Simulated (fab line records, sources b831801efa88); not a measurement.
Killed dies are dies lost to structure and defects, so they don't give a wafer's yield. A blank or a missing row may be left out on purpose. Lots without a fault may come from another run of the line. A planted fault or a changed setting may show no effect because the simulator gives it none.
fab line records | flow gf180mcu
record lots=13 wafers=39 last_day=34
route steps=602 shown STI@16 POLY_GATE@157 HV_LDD@183
lots that met no fault: from a run of the same line without faults
start_h: hours from the record's first day to the start of the lot's first wafer shown | wait_h: hours since the lot's step before | " the same as in the row above | L1.1+2: a row that stands for several wafers | - no value, or no start given | * or withheld: withheld | < > ~ a bound
route shown NAME@n: a module of which the file shows steps, and the number in the route of the first | usual: mean/standard deviation of fault-free wafers | same: alike in all rows | chamber/n: place in a boat | sites: the reading at each site | _std_site: their standard deviation | _edge_site: outer sites' mean less inner sites' | radius_mm: how far each site lies from the wafer's centre | mask NAME#n: copy n | behind: the tool/chamber that last shaped the wafer | hold: why the lot was held/for how many hours/how that ended | device: the transistor (n, p or np) that didn't switch | end of line: the same wafers' tests at the end of the route | a step without rows: its recipe alone | killed: dies lost to structure and defects at the first sort, not the wafer's yield | map: a wafer's dies, x killed, . not, _ none there
set.NAME: the setting as run; set.NAME@STEP: as run at that earlier step | model.NAME: the simulator's own value behind a step, which no gauge read
steps of the route over a sample of lots; a table a step, a row a wafer
services: from which hour (start_h, from the record's first day; less than 0 if before it) a tool's chamber was out of use, for how many hours, and why
## steps
# step GF_STI_STRIP_15
# recipe chemistry=O2/N2 power_w=1400 pressure_mtorr=1500 platen_temp_c=250 o2_flow_sccm=3000 n2_flow_sccm=300 overash_fraction=0.5
# usual drypump_motor_current_A=5.7/0.46 heater_power_w=328/16 oes_product_au=0.384/0.0053 platen_temp_c=250.00/0.18 strip_time_to_endpoint_s=3.73/0.04
# columns lot.wafer tool chamber start_h wait_h drypump_motor_current_A heater_power_w oes_product_au platen_temp_c rf_hours_counter_h strip_time_to_endpoint_s
L219.1 plasma_asher-03 0 25.99 0.0 5.4 330 0.378 250.00 36 3.67
L219.3 " 1 " " 4.9 311 0.390 250.09 - 3.76
L219.4 " 0 " " 5.4 320 0.380 250.30 - 3.75
L220.4 plasma_asher-04 1 30.52 0.0 6.1 323 0.383 249.93 - 3.75
L220.5 " 1 " " 6.1 316 0.383 249.58 - 3.66
L220.6 " 0 " " 6.1 321 0.390 249.86 - 3.71
L221.1 plasma_asher-03 1 36.19 0.0 4.9 317 0.386 250.12 37 3.74
L221.3 " 0 " " 5.4 329 0.372 250.22 - 3.81
L221.6 " 0 " " 5.4 323 0.379 250.20 - 3.66
L222.1 plasma_asher-01 0 40.99 0.0 6.2 358 0.398 249.96 40 3.81
L222.2 " 1 " " 5.5 346 0.387 250.26 40 3.78
L222.4 " 0 " " 6.2 364 0.380 250.01 - 3.81
L224.2 plasma_asher-03 1 53.40 0.0 4.9 322 0.384 250.22 39 3.76
L224.4 " 1 " " 4.9 324 0.385 250.02 - 3.73
L224.6 " 0 " " 5.5 315 0.395 250.05 - 3.77
L225.1 plasma_asher-01 1 56.64 0.0 5.5 340 0.394 250.05 41 3.76
L225.2 " 0 " " 6.1 367 0.395 249.74 41 3.79
L225.5 " 1 " " 5.5 340 0.381 250.19 - 3.78
L235.1 plasma_asher-03 0 108.04 0.0 5.4 323 0.383 250.10 43 3.76
L235.5 " 0 " " 5.4 320 0.375 249.94 - 3.76
L235.6 " 1 " " 4.9 327 0.387 249.94 - 3.75
L236.1 plasma_asher-04 1 112.74 0.0 6.1 316 0.378 250.04 32 3.77
L236.3 " 0 " " 6.1 316 0.376 250.18 - 3.70
L236.5 " 0 " " 6.1 314 0.386 250.03 - 3.69
L237.3 plasma_asher-03 1 120.04 0.1 4.9 326 0.378 249.87 - 3.74
L237.4 " 0 " " 5.5 325 0.384 249.97 - 3.72
L237.5 " 1 " " 4.9 318 0.379 249.73 - 3.70
L238.4 plasma_asher-03 1 123.04 0.1 4.9 325 0.382 250.07 - 3.73
L238.5 " 1 " " 4.9 320 0.381 250.18 - 3.70
L238.6 " 0 " " 5.4 329 0.383 250.04 - 3.72
L240.1 plasma_asher-04 1 135.19 0.0 6.0 330 0.389 249.81 34 3.76
L240.2 " 0 " " 6.2 319 0.381 250.01 34 3.65
L240.6 " 1 " " 6.1 324 0.382 249.96 - 3.68
L241.2 plasma_asher-01 1 139.44 0.0 5.5 339 0.389 250.14 2 3.75
L241.3 " 0 " " 6.2 365 0.381 250.02 - 3.78
L241.4 " 1 " " 5.4 334 0.386 250.09 - 3.71
L242.3 plasma_asher-01 0 142.67 0.1 6.1 352 0.379 249.65 - 3.74
L242.4 " 1 " " 5.5 330 0.383 249.48 - 3.75
L242.5 " 0 " " 6.1 366 0.388 249.92 - 3.72
# step GF_POLY_GATE_CVD_00
# recipe material=poly-Si target_thk_nm=200 temp_c=620 time_s=1200 pressure_mtorr=200
# usual pressure_mtorr=200.1/0.39 spike_tc_bottom_C=643/3.1 susceptor_temp_C=620.02/0.29 zone_power_lower_pct=8.8/0.48 zone_power_upper_pct=9.0/0.61
# same time_s=1200
# columns lot.wafer tool chamber start_h wait_h pressure_mtorr spike_tc_bottom_C susceptor_temp_C zone_power_lower_pct zone_power_upper_pct
L219.1 lpcvd-01 1 175.14 0.0 200.3 638 620.20 8.0 8.3
L219.3 " 1 " " 200.5 638 620.06 8.2 8.3
L219.4 " 1 " " 200.0 637 619.95 8.1 8.4
L220.4 lpcvd-01 1 181.49 0.0 200.5 638 620.41 8.1 8.4
L220.5 " 1 " " 200.3 639 620.09 8.1 8.3
L220.6 " 1 " " 199.8 638 620.19 8.2 8.4
L221.1 lpcvd-01 0 191.48 0.0 200.0 645 620.13 8.7 9.7
L221.3 " 0 " " 200.1 646 619.37 8.8 9.9
L221.6 " 0 " " 199.7 644 619.87 8.7 10.0
L222.1 lpcvd-02 1 197.93 0.7 200.1 643 620.44 9.0 9.6
L222.2 " 1 " " 200.5 641 620.36 9.1 9.3
L222.4 " 1 " " 200.3 642 619.96 9.1 9.4
L224.2 lpcvd-01 0 212.04 0.0 240.3 644 620.19 8.8 9.8
L224.4 " 0 " " 239.5 643 620.26 8.8 10.0
L224.6 " 0 " " 239.3 646 619.94 8.8 9.8
L225.1 lpcvd-01 1 220.37 0.0 239.8 639 619.85 8.1 8.4
L225.2 " 1 " " 240.1 637 620.00 8.1 8.4
L225.5 " 1 " " 240.4 639 620.07 8.1 8.3
L235.1 lpcvd-01 1 291.32 0.0 200.9 638 619.82 8.0 8.4
L235.5 " 1 " " 200.6 639 619.85 8.1 8.1
L235.6 " 1 " " 201.0 640 619.82 8.1 8.3
L236.1 lpcvd-02 1 298.56 0.8 200.2 645 620.05 9.0 9.5
L236.3 " 1 " " 199.9 644 620.62 8.9 9.5
L236.5 " 1 " " 200.4 645 620.43 8.9 9.5
L237.3 lpcvd-02 1 307.70 0.0 200.0 643 620.06 9.1 9.5
L237.4 " 1 " " 200.2 644 619.95 9.0 9.5
L237.5 " 1 " " 200.6 643 619.98 9.0 9.6
L238.4 lpcvd-01 1 310.76 0.0 200.1 638 619.97 8.3 8.3
L238.5 " 1 " " 199.9 636 619.59 8.2 8.3
L238.6 " 1 " " 199.8 639 619.72 8.1 8.4
L240.1 lpcvd-02 0 328.86 0.0 199.7 646 620.26 9.3 8.7
L240.2 " 0 " " 199.8 645 619.95 9.7 8.5
L240.6 " 0 " " 199.5 645 620.29 9.3 8.6
L241.2 lpcvd-02 1 337.01 0.0 200.7 642 620.30 8.9 9.6
L241.3 " 1 " " 200.4 644 620.32 9.0 9.5
L241.4 " 1 " " 200.2 644 620.34 8.8 9.4
L242.3 lpcvd-02 0 337.01 0.0 200.7 646 620.42 9.4 8.6
L242.4 " 0 " " 200.1 646 619.91 9.4 8.7
L242.5 " 0 " " 200.2 645 620.02 9.5 8.5
# step GF_POLY_GATE_THK_MEAS_01
# recipe reads=poly-Si_of_POLY_GATE_CVD_00
# usual POLY_GATE_CVD_00_THK=200.1/2.2
# columns lot.wafer tool chamber start_h wait_h POLY_GATE_CVD_00_THK[nm]
L219.1 film_metro-03 - 177.14 0.0 198.6
L219.3 " - " " 199.7
L219.4 " - " " 200.7
L220.4 film_metro-03 - 183.52 0.0 196.1
L220.5 " - " " 196.3
L220.6 " - " " 197.5
L221.1 film_metro-02 - 193.48 0.0 198.3
L221.3 " - " " 198.7
L221.6 " - " " 199.6
L222.1 film_metro-04 - 199.31 0.0 203.1
L222.2 " - " " 202.0
L222.4 " - " " 200.8
L224.2 film_metro-02 - 214.05 0.0 218.9
L224.4 " - " " 218.0
L224.6 " - " " 218.4
L225.1 film_metro-02 - 222.37 0.0 218.7
L225.2 " - " " 218.1
L225.5 " - " " 219.3
L235.1 film_metro-04 - 292.66 0.0 200.3
L235.5 " - " " 201.1
L235.6 " - " " 201.8
L236.1 film_metro-02 - 299.89 0.0 201.2
L236.3 " - " " 202.0
L236.5 " - " " 202.8
L237.3 film_metro-04 - 309.06 0.0 205.0
L237.4 " - " " 205.3
L237.5 " - " " 203.0
L238.4 film_metro-03 - 312.12 0.0 199.9
L238.5 " - " " 201.2
L238.6 " - " " 199.3
L240.1 film_metro-03 - 330.19 0.0 203.5
L240.2 " - " " 204.1
L240.6 " - " " 203.2
L241.2 film_metro-02 - 338.35 0.0 199.2
L241.3 " - " " 199.2
L241.4 " - " " 200.6
L242.3 film_metro-03 - 338.36 0.0 204.1
L242.4 " - " " 201.3
L242.5 " - " " 201.7
# step GF_HV_LDD_CD_MEAS_07
# recipe target_cd_nm=400
# usual cd_nm=400.1/2.4
# columns lot.wafer tool chamber start_h wait_h cd_nm
L219.1 cd_sem-02 - 212.91 0.1 403.7
L219.3 " - " " 404.9
L219.4 " - " " 405.6
L220.4 cd_sem-01 - 219.87 0.1 398.3
L220.5 " - " " 397.8
L220.6 " - " " 399.7
L221.1 cd_sem-02 - 230.26 0.1 400.4
L221.3 " - " " 400.3
L221.6 " - " " 397.2
L222.1 cd_sem-02 - 236.21 0.1 402.4
L222.2 " - " " 404.9
L222.4 " - " " 403.0
L224.2 cd_sem-01 - 253.18 0.1 396.9
L224.4 " - " " 399.8
L224.6 " - " " 400.5
L225.1 cd_sem-01 - 261.66 0.1 400.0
L225.2 " - " " 399.9
L225.5 " - " " 399.8
L235.1 cd_sem-01 - 335.16 0.1 399.2
L235.5 " - " " 396.9
L235.6 " - " " 399.6
L236.1 cd_sem-01 - 345.86 0.1 403.7
L236.3 " - " " 400.5
L236.5 " - " " 404.9
L237.3 cd_sem-02 - 358.45 0.1 397.9
L237.4 " - " " 400.3
L237.5 " - " " 399.7
L238.4 cd_sem-02 - 358.97 0.1 399.3
L238.5 " - " " 399.2
L238.6 " - " " 400.2
L240.1 cd_sem-01 - 374.31 0.1 398.0
L240.2 " - " " 397.4
L240.6 " - " " 398.6
L241.2 cd_sem-01 - 386.43 0.1 401.1
L241.3 " - " " 403.1
L241.4 " - " " 402.6
L242.3 cd_sem-01 - 386.57 0.1 402.8
L242.4 " - " " 403.9
L242.5 " - " " 402.7
# step GF_HV_LDD_CD_MEAS_46
# recipe target_cd_nm=400
# usual cd_nm=398.4/2.2
# columns lot.wafer tool chamber start_h wait_h cd_nm
L219.1 cd_sem-02 - 268.61 0.1 393.8
L219.3 " - " " 394.0
L219.4 " - " " 391.9
L220.4 cd_sem-02 - 276.47 0.1 398.1
L220.5 " - " " 399.5
L220.6 " - " " 399.6
L221.1 cd_sem-01 - 287.41 0.1 395.7
L221.3 " - " " 395.6
L221.6 " - " " 396.5
L222.1 cd_sem-01 - 295.46 0.1 398.8
L222.2 " - " " 398.2
L222.4 " - " " 398.8
L224.2 cd_sem-01 - 313.93 0.1 398.0
L224.4 " - " " 398.8
L224.6 " - " " 398.3
L225.1 cd_sem-02 - 322.41 0.1 396.9
L225.2 " - " " 397.5
L225.5 " - " " 398.0
L235.1 cd_sem-02 - 401.06 0.1 397.8
L235.5 " - " " 397.6
L235.6 " - " " 398.5
L236.1 cd_sem-01 - 414.81 0.1 401.8
L236.3 " - " " 400.6
L236.5 " - " " 403.6
L237.3 cd_sem-01 - 428.50 0.1 397.4
L237.4 " - " " 400.3
L237.5 " - " " 398.9
L238.4 cd_sem-01 - 428.92 0.1 399.1
L238.5 " - " " 403.5
L238.6 " - " " 402.5
L240.1 cd_sem-02 - 446.66 0.1 399.4
L240.2 " - " " 397.9
L240.6 " - " " 398.1
L241.2 cd_sem-01 - 460.13 0.1 397.5
L241.3 " - " " 399.1
L241.4 " - " " 399.2
L242.3 cd_sem-02 - 460.25 0.1 399.3
L242.4 " - " " 396.5
L242.5 " - " " 397.3
## services
# columns tool chamber start_h hours kind
plasma_asher-03 - 59.19 14.6 pm
plasma_asher-01 - 108.75 9.0 pm
plasma_asher-01 0 108.75 9.0 vent_cycle
plasma_asher-01 1 108.75 9.0 vent_cycle
plasma_asher-01 0 117.75 - clean
plasma_asher-01 1 117.75 - clean
lpcvd-02 - 124.99 14.6 pm
plasma_asher-04 - 181.24 15.6 pm
plasma_asher-03 - 225.55 1.6 repair
plasma_asher-03 - 257.52 2.8 pm
plasma_asher-04 - 270.83 0.4 repair
plasma_asher-04 - 285.33 1.6 repair
plasma_asher-04 - 311.53 1.3 repair
plasma_asher-01 - 335.22 5.9 repair
## key
first_sign step=GF_POLY_GATE_CVD_00 reading=pressure_mtorr direction=up sigmas=99+ usual=200.1 struck=239.9
effect step=GF_POLY_GATE_THK_MEAS_01 reading=POLY_GATE_CVD_00_THK direction=up sigmas=8.5 usual=200.1 struck=218.6
met_at GF_POLY_GATE_CVD_00
struck_lots L224,L225
tester_left_out L224,L225
not_acting_at GF_STI_STRIP_15,GF_HV_LDD_CD_MEAS_07,GF_HV_LDD_CD_MEAS_46
onset_between 191.48 212.04
fault kind=process_parameter_drift tool=lpcvd-01 chamber=- onset_h=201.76 steps=GF_POLY_GATE_CVD_00 channel=pressure_mtorr offset=40 shape=step end_h=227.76 acts_in=these_recipes_only stated=200
# tester_left_out: of these lots the tester's yield and bins aren't shown, on N5 and GAA mostly nor the transistor test; their killed dies are dies lost to structure and defects alone, not to doping, threshold or leakage, so they don't give the yield
